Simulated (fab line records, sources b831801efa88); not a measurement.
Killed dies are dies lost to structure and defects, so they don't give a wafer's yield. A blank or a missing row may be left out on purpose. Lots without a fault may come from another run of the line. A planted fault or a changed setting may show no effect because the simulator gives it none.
Problem report in the 8D (eight disciplines) form, filled by code | flow sky130 | the parts of the form that need people (team, actions taken, sign-off) are left out

1. THE PROBLEM
beam_energy_keV at SKY_LDD_N_IMPLANT_13 reads a mean of 51.260 on 6 wafers of 2 lots; wafers without a fault read 50.000 with a standard deviation of 0.015. That is +84 standard deviations from the usual mean.
First seen on wafer L506.1, day 20 10:00, on implanter-02. The record holds 39 wafers of 13 lots with a number at this step. Rule for "out", or "out of limits": more than 4 standard deviations from the usual mean. The other wafers with a number count as sound.

2. WHAT IT IS AND WHAT IT IS NOT
question                    | is                     | is not
which readings at this step | beam_energy_keV        | dose_ions_cm2
which lots                  | L506, L508             | L504, L505, L511, L513, L514, L518, L519, L520, L521, L523, L524
which wafers of those lots  | all that have a number | -
read on which tools         | implanter-02           | implanter-03, implanter-04
when                        | from day 20 10:00      | up to then (6 sound wafers); but 27 sound wafers of L511, L513, L514, L518, L519, L520, L521, L523, L524 came after

3. SUSPECTS, AND WHAT RULES EACH OUT
Counting: a tool at a process step up to the reading stays a suspect if it ran every lot that is out and no sound lot after the first of them.
- implanter-02 at SKY_LDD_N_IMPLANT_13: ruled out as a lasting fault. Sound lots L519, L523, L524 ran on it after its first lot that is out, L506 (day 20 10:00).
Left after counting: nothing in the record.

4. THE CAUSE (what the simulator had put in)
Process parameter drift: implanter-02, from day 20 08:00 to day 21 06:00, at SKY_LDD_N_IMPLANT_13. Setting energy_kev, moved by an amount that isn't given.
Counting ruled it out, wrongly.

5. THE CHAIN OF EFFECTS, in route order
Each row: a reading whose mean over the struck wafers that have a number lies more than 3 standard deviations from the usual. Only readings for which the record gives a usual standard deviation are gone through. hours: the time from each lot's start at the first step in this table that gives one to its start at this step, as a median over the lots. sigmas: the change in usual standard deviations.
hours | step                 | reading         | usual  | on struck wafers | change | sigmas
0     | SKY_LDD_N_IMPLANT_13 | beam_energy_keV | 50.000 | 51.260           | +1.260 | +84
The process steps in it:
- SKY_LDD_N_IMPLANT_13

6. WHAT WOULD HAVE CAUGHT IT SOONER
In this record the first reading out of limits was taken at day 20 10:00, 2 hours after the fault began at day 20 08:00.
